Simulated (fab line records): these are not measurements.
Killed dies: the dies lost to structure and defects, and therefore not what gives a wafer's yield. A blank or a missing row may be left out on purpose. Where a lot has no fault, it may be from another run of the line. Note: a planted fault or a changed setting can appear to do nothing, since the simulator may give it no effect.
Which tool did it? ; flow sky130 ; 13 lots with 39 wafers sampled at 4 steps, on a route of 708 steps

== WHAT EACH GAUGE READ, for each wafer ==
SKY_PWDE_TW_MEAS_10.
lot;measured;on;PWDE_TW
L897;day 4 20:59;film_metro-02;377 376 374
L900;day 4 22:59;film_metro-01;377 376 378
L902;day 5 08:55;film_metro-02;374 376 373
L904;day 5 12:55;film_metro-03;372 376 374
L905;day 5 19:09;film_metro-02;374 376 374
L906;day 6 01:48;film_metro-03;374 374 374
L907;day 6 06:08;film_metro-01;380 380 378
L910;day 6 21:06;film_metro-01;376 379 376
L912;day 7 08:32;film_metro-03;372 371 372
L913;day 7 14:17;film_metro-03;374 372 372
L918;day 8 18:58;film_metro-03;371 371 371
L919;day 9 03:38;film_metro-01;378 379 379
L920;day 9 06:26;film_metro-03;373 373 372

SKY_VT_ADJUST_LVTN_OVL_MEAS_18.
lot;measured;on;VT_ADJUST_LVTN_01_OVL (nm)
L897;day 9 00:36;overlay-02;2.4 3.8 5.1
L900;day 9 03:45;overlay-02;0.9 2.5 2.3
L902;day 9 14:49;overlay-02;2.2 -0.1 0.0
L904;day 9 19:40;overlay-02;5.2 3.6 4.3
L905;day 10 02:55;overlay-01;3.3 0.9 0.4
L906;day 10 12:04;overlay-01;1.6 0.4 0.1
L907;day 10 14:57;overlay-02;2.0 1.7 0.0
L910;day 11 12:28;overlay-02;2.2 2.6 4.4
L912;day 12 02:39;overlay-01;2.0 -0.2 1.2
L913;day 12 06:45;overlay-01;1.1 2.0 0.6
L918;day 13 20:46;overlay-01;1.7 2.8 2.0
L919;day 14 06:12;overlay-01;2.1 2.0 1.5
L920;day 14 11:39;overlay-01;2.9 3.4 4.5

== EACH LOT AND THE TOOL THAT RAN IT (in order: tool; ch and the chambers of the sampled wafers; start) ==
lot;SKY_FIELD_ISO_ETCH_17;SKY_VT_ADJUST_HVTP_IMPLANT_09
L897;rie_si-02 ch 1,2, day 3 03:49;implanter-01 ch 0, day 7 06:19
L900;rie_si-01 ch 1,2,3, day 3 04:31;implanter-01 ch 0, day 7 09:24
L902;rie_si-01 ch 1,2,3, day 3 10:49;implanter-04 ch 0, day 7 19:41
L904;rie_si-01 ch 1,2,3, day 3 17:36;implanter-04 ch 0, day 8 01:16
L905;rie_si-02 ch 0,1,3, day 3 21:04;implanter-03 ch 0, day 8 07:42
L906;rie_si-02 ch 0,2,3, day 4 04:04;implanter-03 ch 0, day 8 16:01
L907;rie_si-01 ch 0,1,2, day 4 09:04;implanter-03 ch 0, day 8 19:06
L910;rie_si-02 ch 0,1,2, day 5 00:19;implanter-03 ch 0, day 9 13:09
L912;rie_si-02 ch 0,2,3, day 5 10:34;implanter-03 ch 0, day 10 02:25
L913;rie_si-01 ch 0,2,3, day 5 16:13;implanter-04 ch 0, day 10 07:15
L918;rie_si-01 ch 1,2,3, day 6 18:43;implanter-03 ch 0, day 11 16:11
L919;rie_si-02 ch 0,1,2, day 6 23:13;implanter-03 ch 0, day 12 02:09
L920;rie_si-01 ch 0,2,3, day 7 05:46;implanter-03 ch 0, day 12 05:59
- SKY_FIELD_ISO_ETCH_17: etches Si in HBr/Cl2/O2, target depth 342 nm, time 97.7 s.
- SKY_VT_ADJUST_HVTP_IMPLANT_09

== WHAT THE TOOLS THEMSELVES READ (means of the sampled wafers that have a number; where no wafer has one, the mark that the record gives instead) ==
SKY_FIELD_ISO_ETCH_17.
lot;tool;drypump_motor_current_A (A);oes_product_au (a.u.);throttle_valve_pct (%)
L897;rie_si-02;5.4;1.004;25.647
L900;rie_si-01;6.0;1.001;25.660
L902;rie_si-01;6.0;0.994;25.663
L904;rie_si-01;5.9;0.995;25.666
L905;rie_si-02;5.7;1.001;25.650
L906;rie_si-02;5.8;1.003;25.648
L907;rie_si-01;5.5;1.006;25.657
L910;rie_si-02;5.6;0.996;25.661
L912;rie_si-02;5.8;1.009;25.648
L913;rie_si-01;5.7;0.996;25.648
L918;rie_si-01;5.9;0.995;25.660
L919;rie_si-02;5.6;1.000;25.646
L920;rie_si-01;5.7;0.999;25.654

SKY_VT_ADJUST_HVTP_IMPLANT_09.
lot;tool;dose_ions_cm2;faraday_current_uA
L897;implanter-01;4.299e+12;24.6
L900;implanter-01;4.296e+12;24.3
L902;implanter-04;4.298e+12;24.3
L904;implanter-04;4.301e+12;24.4
L905;implanter-03;4.301e+12;24.1
L906;implanter-03;4.296e+12;24.5
L907;implanter-03;4.292e+12;24.1
L910;implanter-03;4.298e+12;24.1
L912;implanter-03;4.303e+12;24.3
L913;implanter-04;4.295e+12;24.0
L918;implanter-03;4.741e+12;26.8
L919;implanter-03;4.740e+12;26.5
L920;implanter-03;4.739e+12;26.7

== THE ANSWER, worked out from the rows above alone ==
Rule: usual is defined by the lots themselves. The widest of any qualifying gaps counts: lots, ordered by their means at a reading, are off when they make up no more than a third of the lots, leave a main group of 4 or more, and stand apart from it by 3 or more times the standard deviation of that group's means. A main group is skipped when, at the precision printed for the reading in the tables above, its means are all equal. Also off: a lot with no number at a reading for which 4 or more lots have one. Any other lot the step has rows for is counted as sound. First the gauges in route order, then the tools' own readings, where a lot's mean is used as printed above. At the first step where some lot is off, the reading lying furthest off is the one used; lots without a number count as furthest.
Off: L918, L919, L920, at SKY_VT_ADJUST_HVTP_IMPLANT_09 (dose_ions_cm2). The main group has a mean of 4.298e+12 with a standard deviation of 3.1e+09.
A tool fits if, at that step or a process step before it, it ran every lot that is off, and no sound lot after the first of them. One candidate fits, namely implanter-03 at SKY_VT_ADJUST_HVTP_IMPLANT_09. A fault onset in the window from L912 (day 10 02:25, its last sound lot) to L918 (day 11 16:11, its first lot off) fits.
The tool's own readings at SKY_VT_ADJUST_HVTP_IMPLANT_09 bear it out: on the lots that are off they differ by more than 5 times the standard deviation of the sound lots' means. dose_ions_cm2 reads 4.740e+12 there against 4.298e+12 on the sound lots; faraday_current_uA reads 26.7 there against 24.3 on the sound lots.

== WHAT HAD BEEN PUT IN BY THE SIMULATOR ==
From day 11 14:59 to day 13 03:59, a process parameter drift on implanter-03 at SKY_VT_ADJUST_HVTP_IMPLANT_09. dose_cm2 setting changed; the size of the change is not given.
Shown lots that were struck: L918, L919, L920. The same result came from the rule above.
